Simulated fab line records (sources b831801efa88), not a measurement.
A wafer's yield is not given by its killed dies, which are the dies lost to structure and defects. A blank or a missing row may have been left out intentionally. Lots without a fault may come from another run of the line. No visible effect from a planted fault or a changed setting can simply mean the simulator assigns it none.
One fault seen from 2 desks / flow gf180mcu / each desk has only its own numbers; what lay behind them comes last

== TOOL OWNER'S DESK, cvd_w-02 ==
The tool's own readings at GF_CONTACT_CVD_24 (deposits W, target thk 300 nm, time 90.339 s): means of the sampled wafers that have a number, for each lot that ran on this tool. If a lot's mean is further than 4 standard deviations from the usual mean, the lot is out of limits and carries the mark OUT (the distance appears in the brackets).
Columns: A = heater_power_w at GF_CONTACT_CVD_24, usual 857 W
lot=L597; first seen here=day 16 15:58; A=860
lot=L606; first seen here=day 20 01:47; A=855
lot=L609; first seen here=day 20 23:22; A=839
lot=L618; first seen here=day 24 02:19; A=876
lot=L619; first seen here=day 24 03:22; A=815
Result from this desk: across the 5 lots, nothing is out of limits.

== METROLOGY DESK ==
Lot by lot, what the gauges showed, no matter which tool ran the lot: averages of those sampled wafers that carry a number. If a lot's mean is further than 4 standard deviations from the usual mean, the lot is out of limits and carries the mark OUT (the distance appears in the brackets).
Columns: A = CONTACT_W_RS at GF_CONTACT_RS_MEAS_25, usual 0.383 ohm/sq; B = CONTACT_W_THK at GF_CONTACT_THK_MEAS_26, usual 298 nm
lot=L596; first seen here=day 16 03:59; A=0.380; B=302
lot=L597; first seen here=day 16 16:04; A=0.388; B=294
lot=L598; first seen here=day 17 05:54; A=0.384; B=297
lot=L603; first seen here=day 18 17:30; A=0.377; B=301
lot=L604; first seen here=day 19 02:46; A=0.388; B=291
lot=L606; first seen here=day 20 01:54; A=0.383; B=296
lot=L608; first seen here=day 20 20:36; A=0.379; B=300
lot=L609; first seen here=day 20 23:28; A=0.378; B=300
lot=L612; first seen here=day 22 01:56; A=0.380; B=300
lot=L618; first seen here=day 24 02:26; A=0.383; B=295
lot=L619; first seen here=day 24 03:34; A=0.384; B=294
Result from this desk: across the 11 lots, nothing is out of limits.

== BROUGHT TOGETHER ==
Nothing out of limits was seen by the tool owner's desk.
The metrology desk saw nothing out of limits.

== WHAT HAD BEEN PUT IN BY THE SIMULATOR ==
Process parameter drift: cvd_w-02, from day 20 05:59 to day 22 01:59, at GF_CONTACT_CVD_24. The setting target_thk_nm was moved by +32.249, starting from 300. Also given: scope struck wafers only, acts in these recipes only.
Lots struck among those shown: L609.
